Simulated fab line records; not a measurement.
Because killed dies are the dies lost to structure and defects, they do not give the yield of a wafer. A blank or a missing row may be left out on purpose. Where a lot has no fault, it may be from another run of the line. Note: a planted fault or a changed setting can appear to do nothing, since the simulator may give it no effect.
fab line records	flow sky130
record lots=5	wafers=15	lastDay=48
route steps=708 shown VIA2@509 METAL3@532 CAPM@537
lots that met no fault: from a run of the same line without faults
startH: the number of hours between the record's first day and the start of the first shown wafer of the lot	waitH: hours from the lot's prior step to this one	" identical to the entry in the row above	L1.1+2: a row that stands for several wafers	- no value, or no start was given	* or withheld: withheld	< > ~ a bound
route shown NAME@n: names a module that has steps shown in the file, with the first one's number in the route	usual: mean and standard deviation over wafers with no fault	same: alike in all rows	chamber/n: place in a boat	sites: each site's reading	_std_site: standard deviation across them	_edge_site: the outer-site mean with the inner-site mean subtracted	radiusMm: how far each site lies from the wafer's centre	mask NAME#n: copy n	behind: the most recent tool/chamber to have shaped the wafer	hold: cause of the lot's hold/its duration in hours/its outcome	device: the transistor (n, p or np) that didn't switch	end of line: the same wafers' tests at the end of the route	a step with no rows: only its recipe	killed: not the wafer's yield, but the dies lost to structure and defects at the first sort	map: per-die view of a wafer (x killed, . not killed, _ where there is no die)
set.NAME: the run value of the setting; set.NAME@STEP: its run value at that earlier step	model.NAME: the simulator's own value behind a step, which no gauge read
lots at some steps of the route; a table a step, a row a wafer
services: the hour from which a tool's chamber was out of use, counted from the record's first day as startH (under 0 if before that day), plus the number of hours and why
## steps
# step SKY_VIA2_CMP_02
# recipe material=SiO2	downForcePsi=4	platenRpm=60	padVelocityMS=0.94248
# usual motorCurrentA=12.0/1.2
lot.wafer	tool	chamber	startH	waitH	motorCurrentA
L074.3	cmp-02	3	822.55	0.1	12.0
L074.2	"	0	"	"	10.6
L074.1	"	1	"	"	12.4
L079.4	cmp-01	1	866.61	0.1	12.4
L079.6	"	3	"	"	13.4
L079.5	"	0	"	"	11.4
L080.3	cmp-01	0	871.04	0.0	10.4
L080.2	"	2	"	"	10.0
L080.5	"	0	"	"	10.4
L081.1	cmp-02	1	876.81	0.1	11.6
L081.2	"	2	"	"	13.7
L081.5	"	1	"	"	11.7
L083.2	cmp-02	3	901.13	0.3	12.8
L083.3	"	1	"	"	12.1
L083.5	"	3	"	"	12.5
# step SKY_VIA2_BOW_MEAS_03
# recipe mode=bow
# usual VIA2_BOW=86/7
lot.wafer	tool	chamber	startH	waitH	VIA2_BOW[um]
L074.1	filmMetro-03	-	822.80	0.1	92
L074.2	"	-	"	"	80
L074.3	"	-	"	"	70
L079.4	filmMetro-01	-	866.87	0.2	80
L079.5	"	-	"	"	85
L079.6	"	-	"	"	81
L080.2	filmMetro-04	-	871.36	0.2	86
L080.3	"	-	"	"	90
L080.5	"	-	"	"	84
L081.1	filmMetro-03	-	877.11	0.2	85
L081.2	"	-	"	"	83
L081.5	"	-	"	"	78
L083.2	filmMetro-01	-	901.40	0.2	75
L083.3	"	-	"	"	74
L083.5	"	-	"	"	75
# step SKY_VIA2_DEHYDRATE_04
# recipe tempC=200	timeS=60
lot.wafer	tool	chamber	startH	waitH
L074.1+2+3	lithoTrack-02	0	835.70	12.9
L079.4+5+6	lithoTrack-03	0	878.56	11.7
L080.2+3+5	lithoTrack-02	0	883.38	12.0
L081.1+2+5	lithoTrack-03	0	889.23	12.1
L083.2+3+5	lithoTrack-03	0	913.21	11.8
# step SKY_VIA2_HMDS_05
# recipe primeTimeS=60	primeTempC=120
lot.wafer	tool	chamber	startH	waitH
L074.1+2+3	lithoTrack-02	0	835.85	0.1
L079.4+5+6	lithoTrack-03	0	878.71	0.1
L080.2+3+5	lithoTrack-02	0	883.53	0.1
L081.1+2+5	lithoTrack-03	0	889.38	0.1
L083.2+3+5	lithoTrack-03	0	913.36	0.1
# step SKY_VIA2_COAT_06
# recipe resist=BARC	tempC=withheld	timeS=withheld	spinRpm=3000	resistThkNm=60
lot.wafer	tool	chamber	startH	waitH
L074.1+2+3	lithoTrack-02	0	836.00	0.1
L079.4+5+6	lithoTrack-03	0	878.86	0.1
L080.2+3+5	lithoTrack-02	0	883.68	0.1
L081.1+2+5	lithoTrack-03	0	889.53	0.1
L083.2+3+5	lithoTrack-03	0	913.51	0.1
# step SKY_VIA2_COAT_07
# recipe resist=KrF-thick	spinRpm=3000	resistThkNm=450
lot.wafer	tool	chamber	startH	waitH
L074.1+2+3	lithoTrack-02	0	-	-
L079.4+5+6	lithoTrack-03	0	-	-
L080.2+3+5	lithoTrack-02	0	-	-
L081.1+2+5	lithoTrack-03	0	-	-
L083.2+3+5	lithoTrack-03	0	-	-
# step SKY_VIA2_SOFTBAKE_08
# recipe tempC=100	timeS=90	resist=KrF-thick
lot.wafer	tool	chamber	startH	waitH
L074.1+2+3	lithoTrack-02	0	-	-
L079.4+5+6	lithoTrack-03	0	-	-
L080.2+3+5	lithoTrack-02	0	-	-
L081.1+2+5	lithoTrack-03	0	-	-
L083.2+3+5	lithoTrack-03	0	-	-
# step SKY_VIA2_EXPOSE_09
# recipe maskId=VIM2	na=0.8	sourceShape=annular	sigmaInner=0.55	sigmaOuter=0.85	targetCdNm=200	doseMj=38
# usual exposureDoseMJCm2=38.01/0.037
lot.wafer	tool	chamber	startH	waitH	mask	exposureDoseMJCm2
L074.1	krfScanner-02	0	-	-	VIM2#0	37.97
L074.2	"	0	"	"	VIM2#0	37.92
L074.3	"	0	"	"	VIM2#0	37.98
L079.4	krfScanner-02	0	-	-	VIM2#0	38.03
L079.5	"	0	"	"	VIM2#0	38.02
L079.6	"	0	"	"	VIM2#0	38.03
L080.2	krfScanner-01	0	-	-	VIM2#0	37.97
L080.3	"	0	"	"	VIM2#0	37.95
L080.5	"	0	"	"	VIM2#0	37.96
L081.1	krfScanner-02	0	-	-	VIM2#0	38.02
L081.2	"	0	"	"	VIM2#0	38.06
L081.5	"	0	"	"	VIM2#0	38.03
L083.2	krfScanner-01	0	-	-	VIM2#0	38.00
L083.3	"	0	"	"	VIM2#0	37.98
L083.5	"	0	"	"	VIM2#0	38.03
# step SKY_VIA2_PEB_10
# recipe pebTempC=withheld	pebTimeS=withheld	resist=KrF-thick
lot.wafer	tool	chamber	startH	waitH
L074.1+2+3	lithoTrack-02	0	-	-
L079.4+5+6	lithoTrack-02	0	-	-
L080.2+3+5	lithoTrack-01	0	-	-
L081.1+2+5	lithoTrack-01	0	-	-
L083.2+3+5	lithoTrack-03	0	-	-
# step SKY_VIA2_DEVELOP_11
# recipe developTimeS=60	resist=KrF-thick	devTempC=21
# usual developerTempC=21.00/0.1
lot.wafer	tool	chamber	startH	waitH	developerTempC
L074.1	lithoTrack-02	0	-	-	20.99
L074.2	"	0	"	"	21.06
L074.3	"	0	"	"	21.02
L079.4	lithoTrack-02	0	-	-	21.16
L079.5	"	0	"	"	21.19
L079.6	"	0	"	"	20.90
L080.2	lithoTrack-01	0	-	-	21.09
L080.3	"	0	"	"	21.06
L080.5	"	0	"	"	20.99
L081.1	lithoTrack-01	0	-	-	20.87
L081.2	"	0	"	"	21.03
L081.5	"	0	"	"	20.98
L083.2	lithoTrack-03	0	-	-	21.09
L083.3	"	0	"	"	21.02
L083.5	"	0	"	"	20.97
# step SKY_VIA2_CD_MEAS_12
# recipe targetCdNm=200
# usual cdNm=200.0/1.5
lot.wafer	tool	chamber	startH	waitH	cdNm
L074.1	cdSem-02	-	849.60	-	200.3
L074.2	"	-	"	"	200.0
L074.3	"	-	"	"	199.1
L079.4	cdSem-01	-	892.76	-	200.7
L079.5	"	-	"	"	199.3
L079.6	"	-	"	"	200.5
L080.2	cdSem-02	-	897.30	-	200.2
L080.3	"	-	"	"	200.3
L080.5	"	-	"	"	200.9
L081.1	cdSem-01	-	903.03	-	200.4
L081.2	"	-	"	"	201.4
L081.5	"	-	"	"	200.0
L083.2	cdSem-01	-	926.85	-	196.1
L083.3	"	-	"	"	197.0
L083.5	"	-	"	"	195.9
# step SKY_VIA2_OVL_MEAS_13
# usual VIA2_OVL=-2/5.3
lot.wafer	tool	chamber	startH	waitH	VIA2_OVL[nm]
L074.1	overlay-02	-	849.72	0.1	-2
L074.2	"	-	"	"	5
L074.3	"	-	"	"	-2
L079.4	overlay-02	-	892.84	0.1	0
L079.5	"	-	"	"	-5
L079.6	"	-	"	"	-9
L080.2	overlay-01	-	897.41	0.1	3
L080.3	"	-	"	"	-6
L080.5	"	-	"	"	-4
L081.1	overlay-01	-	903.15	0.1	-4
L081.2	"	-	"	"	-1
L081.5	"	-	"	"	-3
L083.2	overlay-01	-	926.96	0.1	-1
L083.3	"	-	"	"	0
L083.5	"	-	"	"	0
# step SKY_VIA2_ETCH_14
# recipe chemistry=N2/H2	target=BARC	ionEnergyEv=200	sourceW=500	biasW=100	pressureMtorr=30	n2FlowSccm=100	h2FlowSccm=200	stopOn=SiO2	timeS=45.9	targetDepthA=600
# usual drypumpMotorCurrentA=5.5/0.4	oesProductAu=0.855/0.0046	throttleValvePct=13.225/0.0091
lot.wafer	tool	chamber	startH	waitH	drypumpMotorCurrentA	oesProductAu	rfHoursCounterH	throttleValvePct
L074.1	rieDiel-01	1	849.76	0.0	5.1	0.856	2	13.216
L074.2	"	0	"	"	5.8	0.861	7	13.220
L074.3	"	2	"	"	5.8	0.862	21	13.215
L079.4	rieDiel-01	3	892.86	0.0	5.9	0.850	17	13.229
L079.5	"	3	"	"	5.9	0.850	-	13.243
L079.6	"	0	"	"	5.8	0.858	-	13.235
L080.2	rieDiel-01	3	897.44	0.0	5.9	0.857	17	13.224
L080.3	"	1	"	"	5.1	0.857	3	13.214
L080.5	"	3	"	"	5.9	0.855	-	13.230
L081.1	rieDiel-01	2	903.19	0.0	5.8	0.855	23	13.219
L081.2	"	1	"	"	5.1	0.852	3	13.212
L081.5	"	2	"	"	5.8	0.853	-	13.210
L083.2	rieDiel-01	1	926.99	0.0	5.1	0.853	4	13.228
L083.3	"	2	"	"	5.8	0.853	24	13.213
L083.5	"	0	"	"	5.9	0.852	-	13.235
# step SKY_VIA2_ETCH_15
# recipe target=SiO2	chemistry=C4F8/O2/Ar	targetDepthNm=546	stopOn=TiN	maskMaterial=KrF-thick	sourceW=1500	biasW=1200	pressureMtorr=40	c4f8FlowSccm=withheld	O2_flow_sccm=6	Ar_flow_sccm=300	timeS=84
# usual oesProductAu=0.940/0.0051
lot.wafer	tool	chamber	startH	waitH	oesProductAu	rfHoursCounterH
L074.1	rieDiel-01	1	849.80	0.0	0.939	2
L074.2	"	0	"	"	0.934	7
L074.3	"	2	"	"	0.937	21
L079.4	rieDiel-01	3	892.90	0.0	0.935	17
L079.5	"	3	"	"	0.938	-
L079.6	"	0	"	"	0.947	-
L080.2	rieDiel-01	3	897.48	0.0	0.931	17
L080.3	"	1	"	"	0.953	3
L080.5	"	3	"	"	0.941	-
L081.1	rieDiel-01	2	903.23	0.0	0.933	24
L081.2	"	1	"	"	0.930	3
L081.5	"	2	"	"	0.940	-
L083.2	rieDiel-01	1	927.03	0.0	0.933	4
L083.3	"	2	"	"	0.940	24
L083.5	"	0	"	"	0.944	-
# step SKY_VIA2_STRIP_16
# recipe chemistry=O2/N2	powerW=1400	pressureMtorr=1500	platenTempC=withheld	o2FlowSccm=3000	n2FlowSccm=300	overashFraction=0.5
# usual drypumpMotorCurrentA=5.78/0.28	oesProductAu=0.398/0.0046	stripTimeToEndpointS=4.051/0.027
lot.wafer	tool	chamber	startH	waitH	drypumpMotorCurrentA	oesProductAu	rfHoursCounterH	stripTimeToEndpointS
L074.1	plasmaAsher-01	0	849.87	0.0	5.59	0.390	99	4.089
L074.2	"	1	"	"	5.82	0.406	99	4.104
L074.3	"	1	"	"	5.83	0.400	-	4.060
L079.4	plasmaAsher-03	1	893.00	0.1	5.43	0.392	-	4.054
L079.5	"	1	"	"	5.43	0.397	-	4.071
L079.6	"	0	"	"	6.10	0.404	-	4.056
L080.2	plasmaAsher-04	0	897.54	0.0	5.57	0.398	78	4.101
L080.3	"	0	"	"	5.56	0.402	-	4.098
L080.5	"	1	"	"	6.07	0.400	-	4.057
L081.1	plasmaAsher-01	1	903.29	0.0	5.87	0.399	103	3.997
L081.2	"	0	"	"	5.60	0.398	103	4.057
L081.5	"	1	"	"	5.87	0.393	-	4.015
L083.2	plasmaAsher-04	1	927.09	0.0	6.09	0.403	81	4.016
L083.3	"	1	"	"	6.10	0.396	-	4.025
L083.5	"	1	"	"	6.11	0.400	-	4.034
# step SKY_VIA2_STRIP_17
# recipe chemistry=postEtchResidueRemover	timeS=1200	tempC=72.5
lot.wafer	tool	chamber	startH	waitH
L074.1+2+3	wetBench-01	2	849.97	0.1
L079.4+5+6	wetBench-04	2	893.07	0.0
L080.2+3+5	wetBench-02	2	897.64	0.1
L081.1+2+5	wetBench-01	0	903.39	0.1
L083.2+3+5	wetBench-01	3	927.19	0.1
# step SKY_VIA2_CLEAN_18
# recipe chemistry=IPA	timeS=180	tempC=25
lot.wafer	tool	chamber	startH	waitH
L074.1+2+3	wetBench-02	2	850.31	0.0
L079.4+5+6	wetBench-02	0	893.41	0.0
L080.2+3+5	wetBench-04	3	897.98	0.0
L081.1+2+5	wetBench-02	0	903.73	0.0
L083.2+3+5	wetBench-04	3	927.53	0.0
# step SKY_VIA2_CLEAN_19
# recipe chemistry=O3/DIW	dry=n2Spin
lot.wafer	tool	chamber	startH	waitH
L074.1+2+3	wetBench-01	3	850.37	0.0
L079.4+5+6	wetBench-01	0	893.47	0.0
L080.2+3+5	wetBench-01	1	898.04	0.0
L081.1+2+5	wetBench-01	3	903.80	0.0
L083.2+3+5	wetBench-02	3	927.59	0.0
# step SKY_VIA2_SPUTTER_20
# recipe material=TiN	targetThkNm=20	chamberPressurePa=5	powerW=4000	timeS=80
# usual throttleValvePct=30.0/0.99
lot.wafer	tool	chamber	startH	waitH	throttleValvePct
L074.1	pvdSputter-02	-	850.46	0.0	30.2
L074.2	"	-	"	"	31.7
L074.3	"	-	"	"	30.1
L079.4	pvdSputter-02	-	893.57	0.0	30.5
L079.5	"	-	"	"	30.3
L079.6	"	-	"	"	28.4
L080.2	pvdSputter-01	-	898.14	0.0	30.9
L080.3	"	-	"	"	29.9
L080.5	"	-	"	"	30.0
L081.1	pvdSputter-01	-	903.89	0.0	29.3
L081.2	"	-	"	"	29.6
L081.5	"	-	"	"	29.6
L083.2	pvdSputter-02	-	927.68	0.0	31.8
L083.3	"	-	"	"	30.3
L083.5	"	-	"	"	28.0
# step SKY_VIA2_CVD_21
# recipe material=W	targetThkNm=420	timeS=126.4	tempC=400	pressureTorr=40
# usual chamberPressureTorr=40.00/0.088	heaterPowerW=776/41
lot.wafer	tool	chamber	startH	waitH	chamberPressureTorr	heaterPowerW
L074.1	cvdW-01	1	850.52	0.0	40.10	865
L074.2	"	0	"	"	39.99	786
L074.3	"	0	"	"	40.04	795
L079.4	cvdW-02	0	893.67	0.1	40.05	809
L079.5	"	0	"	"	39.94	799
L079.6	"	1	"	"	40.15	767
L080.2	cvdW-02	0	898.20	0.0	39.92	812
L080.3	"	0	"	"	39.88	806
L080.5	"	1	"	"	39.97	770
L081.1	cvdW-02	1	903.95	0.0	40.01	796
L081.2	"	0	"	"	40.00	792
L081.5	"	0	"	"	39.97	821
L083.2	cvdW-02	1	927.79	0.1	39.86	780
L083.3	"	1	"	"	39.80	806
L083.5	"	1	"	"	39.88	799
# step SKY_VIA2_RS_MEAS_22
# recipe thkMeasGauge=four-point-probe	reads=W_of_VIA2_CVD_21+TiN_of_VIA2_SPUTTER_20
# usual VIA2_W_RS=0.2721/0.0025
lot.wafer	tool	chamber	startH	waitH	VIA2_W_RS[ohm/sq]
L074.1	filmMetro-03	-	850.65	0.1	0.2755
L074.2	"	-	"	"	0.2732
L074.3	"	-	"	"	0.2704
L079.4	filmMetro-03	-	893.82	0.1	0.2732
L079.5	"	-	"	"	0.2768
L079.6	"	-	"	"	0.2709
L080.2	filmMetro-01	-	898.35	0.1	0.2715
L080.3	"	-	"	"	0.2705
L080.5	"	-	"	"	0.2692
L081.1	filmMetro-03	-	904.08	0.1	0.2706
L081.2	"	-	"	"	0.2727
L081.5	"	-	"	"	0.2753
L083.2	filmMetro-03	-	928.03	0.2	0.2755
L083.3	"	-	"	"	0.2724
L083.5	"	-	"	"	0.2735
# step SKY_VIA2_THK_MEAS_23
# recipe thkMeasGauge=xrf	reads=W_of_VIA2_CVD_21
# usual VIA2_W_THK=405/7.1
lot.wafer	tool	chamber	startH	waitH	VIA2_W_THK[nm]
L074.1	filmMetro-03	-	850.77	0.1	405
L074.2	"	-	"	"	409
L074.3	"	-	"	"	415
L079.4	filmMetro-03	-	893.91	0.1	410
L079.5	"	-	"	"	409
L079.6	"	-	"	"	420
L080.2	filmMetro-01	-	898.46	0.1	396
L080.3	"	-	"	"	402
L080.5	"	-	"	"	402
L081.1	filmMetro-03	-	904.20	0.1	412
L081.2	"	-	"	"	412
L081.5	"	-	"	"	410
L083.2	filmMetro-03	-	928.14	0.1	410
L083.3	"	-	"	"	415
L083.5	"	-	"	"	414
# step SKY_VIA2_CMP_24
# recipe stopOn=SiO2	tOverpolishS=20	downForcePsi=3.5	platenRpm=60	targetThkNm=0	padVelocityMS=0.94248
# usual motorCurrentA=10.8/1.1	overpolishRunS=20.000/0.0084	timeToEndpointS=104/4.4
lot.wafer	tool	chamber	startH	waitH	motorCurrentA	overpolishRunS	timeToEndpointS
L074.1	cmp-01	3	850.83	0.1	11.8	20.002	104
L074.3	"	0	"	"	9.8	20.016	105
L074.2	"	1	"	"	10.7	19.994	109
L079.4	cmp-01	3	893.99	0.1	12.1	20.000	103
L079.6	"	2	"	"	9.8	20.008	100
L079.5	"	3	"	"	12.0	19.988	99
L080.2	cmp-01	0	898.56	0.1	9.4	20.014	105
L080.3	"	2	"	"	9.2	19.995	102
L080.5	"	3	"	"	11.8	19.995	108
L081.2	cmp-02	3	904.31	0.1	12.0	19.994	98
L081.1	"	1	"	"	11.0	19.996	94
L081.5	"	2	"	"	12.3	19.992	97
L083.2	cmp-01	2	928.19	0.0	8.9	20.015	99
L083.3	"	1	"	"	11.7	19.994	108
L083.5	"	2	"	"	9.1	19.989	102
# step SKY_METAL3_SPUTTER_00
# recipe material=Ti	targetThkNm=15	powerW=3000	timeS=10	chamberPressurePa=0.4
# usual throttleValvePct=29.9/0.69
lot.wafer	tool	chamber	startH	waitH	throttleValvePct
L074.1	pvdSputter-01	-	851.13	0.2	30.0
L074.2	"	-	"	"	31.3
L074.3	"	-	"	"	29.7
L079.4	pvdSputter-01	-	894.24	0.2	29.9
L079.5	"	-	"	"	30.0
L079.6	"	-	"	"	29.4
L080.2	pvdSputter-03	-	898.81	0.2	28.6
L080.3	"	-	"	"	30.2
L080.5	"	-	"	"	30.9
L081.1	pvdSputter-04	-	904.56	0.1	30.5
L081.2	"	-	"	"	29.4
L081.5	"	-	"	"	28.9
L083.2	pvdSputter-01	-	928.49	0.2	29.6
L083.3	"	-	"	"	29.9
L083.5	"	-	"	"	29.4
# step SKY_METAL3_SPUTTER_01
# recipe material=TiN	targetThkNm=20	powerW=6500	timeS=16.7	chamberPressurePa=0.4
# usual throttleValvePct=29.8/0.71
lot.wafer	tool	chamber	startH	waitH	throttleValvePct
L074.1	pvdSputter-01	-	851.15	0.0	30.6
L074.2	"	-	"	"	31.1
L074.3	"	-	"	"	29.7
L079.4	pvdSputter-01	-	894.26	0.0	29.8
L079.5	"	-	"	"	30.1
L079.6	"	-	"	"	29.5
L080.2	pvdSputter-03	-	898.83	0.0	28.9
L080.3	"	-	"	"	30.0
L080.5	"	-	"	"	31.4
L081.1	pvdSputter-04	-	904.58	0.0	30.4
L081.2	"	-	"	"	29.5
L081.5	"	-	"	"	28.8
L083.2	pvdSputter-01	-	928.51	0.0	29.6
L083.3	"	-	"	"	30.0
L083.5	"	-	"	"	29.5
# step SKY_METAL3_SPUTTER_02
# recipe material=AlCu	targetThkNm=735	powerW=10600	timeS=39.1	chamberPressurePa=0.4
# usual throttleValvePct=29.8/0.69
lot.wafer	tool	chamber	startH	waitH	throttleValvePct
L074.1	pvdSputter-01	-	851.18	0.0	30.0
L074.2	"	-	"	"	30.6
L074.3	"	-	"	"	29.6
L079.4	pvdSputter-01	-	894.29	0.0	30.1
L079.5	"	-	"	"	30.1
L079.6	"	-	"	"	29.3
L080.2	pvdSputter-03	-	898.86	0.0	28.6
L080.3	"	-	"	"	29.9
L080.5	"	-	"	"	31.1
L081.1	pvdSputter-04	-	904.61	0.0	30.4
L081.2	"	-	"	"	29.4
L081.5	"	-	"	"	28.8
L083.2	pvdSputter-01	-	928.53	0.0	29.7
L083.3	"	-	"	"	29.9
L083.5	"	-	"	"	29.5
# step SKY_METAL3_SPUTTER_03
# recipe material=Ti	targetThkNm=5	powerW=3000	timeS=3.3	chamberPressurePa=0.4
# usual throttleValvePct=29.9/0.68
lot.wafer	tool	chamber	startH	waitH	throttleValvePct
L074.1	pvdSputter-01	-	851.22	0.0	30.1
L074.2	"	-	"	"	31.0
L074.3	"	-	"	"	29.6
L079.4	pvdSputter-01	-	894.32	0.0	30.0
L079.5	"	-	"	"	29.9
L079.6	"	-	"	"	29.7
L080.2	pvdSputter-03	-	898.90	0.0	28.8
L080.3	"	-	"	"	30.3
L080.5	"	-	"	"	30.8
L081.1	pvdSputter-04	-	904.65	0.0	30.4
L081.2	"	-	"	"	29.6
L081.5	"	-	"	"	28.9
L083.2	pvdSputter-01	-	928.57	0.0	29.8
L083.3	"	-	"	"	30.0
L083.5	"	-	"	"	29.6
# step SKY_METAL3_SPUTTER_04
# recipe material=TiN	targetThkNm=70	powerW=6500	timeS=58.3	chamberPressurePa=0.4
# usual throttleValvePct=29.8/0.7
lot.wafer	tool	chamber	startH	waitH	throttleValvePct
L074.1	pvdSputter-01	-	851.23	0.0	30.2
L074.2	"	-	"	"	30.9
L074.3	"	-	"	"	29.8
L079.4	pvdSputter-01	-	894.34	0.0	30.0
L079.5	"	-	"	"	30.1
L079.6	"	-	"	"	29.6
L080.2	pvdSputter-03	-	898.92	0.0	28.7
L080.3	"	-	"	"	30.2
L080.5	"	-	"	"	30.7
L081.1	pvdSputter-04	-	904.66	0.0	30.2
L081.2	"	-	"	"	29.4
L081.5	"	-	"	"	28.8
L083.2	pvdSputter-01	-	928.59	0.0	29.6
L083.3	"	-	"	"	29.7
L083.5	"	-	"	"	29.3
# step SKY_CAPM_CVD_00
# recipe material=SiO2	targetThkNm=15.5	tempC=400	timeS=withheld	rfW=450
# usual heaterPowerW=721/110
lot.wafer	tool	chamber	startH	waitH	heaterPowerW
L074.1	pecvd-04	1	851.28	0.0	579
L074.2	"	0	"	"	783
L074.3	"	2	"	"	748
L079.4	pecvd-02	2	894.40	0.0	594
L079.5	"	0	"	"	541
L079.6	"	1	"	"	804
L080.2	pecvd-01	1	898.97	0.0	761
L080.3	"	0	"	"	615
L080.5	"	0	"	"	615
L081.1	pecvd-02	1	904.71	0.0	890
L081.2	"	2	"	"	494
L081.5	"	0	"	"	593
L083.2	pecvd-01	2	928.64	0.0	880
L083.3	"	1	"	"	741
L083.5	"	0	"	"	683
# step SKY_CAPM_THK_MEAS_01
# recipe reads=SiO2_of_CAPM_CVD_00
# usual CAPM_CVD_00_THK=15.53/0.21
lot.wafer	tool	chamber	startH	waitH	CAPM_CVD_00_THK[nm]
L074.1	filmMetro-02	-	851.30	-	15.69
L074.2	"	-	"	"	15.99
L074.3	"	-	"	"	15.57
L079.4	filmMetro-01	-	894.44	-	15.51
L079.5	"	-	"	"	15.62
L079.6	"	-	"	"	15.77
L080.2	filmMetro-02	-	899.00	-	15.36
L080.3	"	-	"	"	15.34
L080.5	"	-	"	"	15.77
L081.1	filmMetro-04	-	904.74	-	15.63
L081.2	"	-	"	"	15.29
L081.5	"	-	"	"	15.91
L083.2	filmMetro-04	-	928.67	-	15.18
L083.3	"	-	"	"	15.19
L083.5	"	-	"	"	15.65
# step SKY_CAPM_SPUTTER_02
# recipe material=TiN	targetThkNm=200	tempC=300	powerW=6500	timeS=166.7	chamberPressurePa=0.4
# usual throttleValvePct=30.0/0.93
lot.wafer	tool	chamber	startH	waitH	throttleValvePct
L074.1	pvdSputter-02	-	851.36	0.1	30.2
L074.2	"	-	"	"	30.1
L074.3	"	-	"	"	28.1
L079.4	pvdSputter-04	-	894.47	0.0	29.0
L079.5	"	-	"	"	29.7
L079.6	"	-	"	"	28.8
L080.2	pvdSputter-02	-	899.05	0.0	31.5
L080.3	"	-	"	"	30.3
L080.5	"	-	"	"	31.6
L081.1	pvdSputter-02	-	904.80	0.1	30.1
L081.2	"	-	"	"	32.0
L081.5	"	-	"	"	30.3
L083.2	pvdSputter-04	-	928.72	0.0	30.5
L083.3	"	-	"	"	30.3
L083.5	"	-	"	"	30.5
# step SKY_CAPM_RS_MEAS_03
# recipe thkMeasGauge=four-point-probe	reads=TiN_of_CAPM_SPUTTER_02
# usual CAPM_TIN_RS=6.91/0.067
lot.wafer	tool	chamber	startH	waitH	CAPM_TIN_RS[ohm/sq]
L074.1	filmMetro-01	-	851.47	0.1	6.86
L074.2	"	-	"	"	6.93
L074.3	"	-	"	"	6.98
L079.4	filmMetro-01	-	894.64	0.1	7.09
L079.5	"	-	"	"	6.98
L079.6	"	-	"	"	7.06
L080.2	filmMetro-01	-	899.18	0.1	6.95
L080.3	"	-	"	"	6.85
L080.5	"	-	"	"	6.96
L081.1	filmMetro-04	-	904.90	0.1	6.78
L081.2	"	-	"	"	6.89
L081.5	"	-	"	"	6.81
L083.2	filmMetro-02	-	928.85	0.1	6.90
L083.3	"	-	"	"	6.92
L083.5	"	-	"	"	6.96
# step SKY_CAPM_THK_MEAS_04
# recipe thkMeasGauge=xrf	reads=TiN_of_CAPM_SPUTTER_02
# usual CAPM_TIN_THK=197.6/2.3
lot.wafer	tool	chamber	startH	waitH	CAPM_TIN_THK[nm]
L074.1	filmMetro-01	-	851.59	0.1	198.1
L074.2	"	-	"	"	195.3
L074.3	"	-	"	"	194.6
L079.4	filmMetro-01	-	894.73	0.1	190.9
L079.5	"	-	"	"	195.4
L079.6	"	-	"	"	193.3
L080.2	filmMetro-01	-	899.29	0.1	196.0
L080.3	"	-	"	"	198.9
L080.5	"	-	"	"	194.7
L081.1	filmMetro-04	-	905.02	0.1	201.0
L081.2	"	-	"	"	199.7
L081.5	"	-	"	"	200.4
L083.2	filmMetro-02	-	928.96	0.1	196.7
L083.3	"	-	"	"	196.7
L083.5	"	-	"	"	195.0
# step SKY_CAPM_DEHYDRATE_05
# recipe tempC=200	timeS=60
lot.wafer	tool	chamber	startH	waitH
L074.1+2+3	lithoTrack-04	0	863.79	12.2
L079.4+5+6	lithoTrack-04	0	905.92	11.2
L080.2+3+5	lithoTrack-04	0	910.77	11.5
L081.1+2+5	lithoTrack-03	0	917.28	12.2
L083.2+3+5	lithoTrack-01	0	940.66	11.7
# step SKY_CAPM_HMDS_06
# recipe primeTimeS=60	primeTempC=120
lot.wafer	tool	chamber	startH	waitH
L074.1+2+3	lithoTrack-04	0	863.94	0.1
L079.4+5+6	lithoTrack-04	0	906.07	0.1
L080.2+3+5	lithoTrack-04	0	910.92	0.1
L081.1+2+5	lithoTrack-03	0	917.43	0.1
L083.2+3+5	lithoTrack-01	0	940.81	0.1
# step SKY_CAPM_COAT_07
# recipe resist=NOVOLAK	spinRpm=3000	resistThkNm=1140
lot.wafer	tool	chamber	startH	waitH
L074.1+2+3	lithoTrack-04	0	864.09	0.1
L079.4+5+6	lithoTrack-04	0	906.22	0.1
L080.2+3+5	lithoTrack-04	0	911.07	0.1
L081.1+2+5	lithoTrack-03	0	917.58	0.1
L083.2+3+5	lithoTrack-01	0	940.96	0.1
# step SKY_CAPM_SOFTBAKE_08
# recipe tempC=90	timeS=60	resist=NOVOLAK
lot.wafer	tool	chamber	startH	waitH
L074.1+2+3	lithoTrack-04	0	864.24	0.1
L079.4+5+6	lithoTrack-04	0	906.37	0.1
L080.2+3+5	lithoTrack-04	0	911.22	0.1
L081.1+2+5	lithoTrack-03	0	917.73	0.1
L083.2+3+5	lithoTrack-01	0	941.11	0.1
## services
tool	chamber	startH	hours	kind
plasmaAsher-01	-	810.23	2.2	repair
cmp-02	-	831.39	3.8	repair
cmp-02	-	837.04	22.1	repair
pecvd-02	-	838.06	0.8	pm
rieDiel-01	3	844.14	13.8	repair
pvdSputter-03	-	844.64	3.2	repair
pvdSputter-04	-	846.22	5.2	repair
plasmaAsher-01	-	851.62	15.6	pm
krfScanner-01	-	859.36	0.2	repair
rieDiel-01	1	877.12	2.7	repair
pvdSputter-01	-	879.24	2.2	repair
krfScanner-02	-	883.32	1.5	repair
krfScanner-02	-	884.85	1.3	pm
cvdW-02	-	887.37	3.7	repair
pecvd-01	1	891.35	1.8	repair
cmp-01	-	901.02	0.4	repair
pvdSputter-04	-	905.25	12.4	repair
krfScanner-01	-	910.78	1.3	pm
cmp-01	-	911.82	1.1	repair
cmp-02	-	912.41	4.0	pm
cmp-01	-	916.41	6.4	pm
krfScanner-02	-	924.83	0.8	pm
cvdW-02	0	927.33	9.6	repair
pvdSputter-02	-	937.49	1.6	repair
## key
fault none
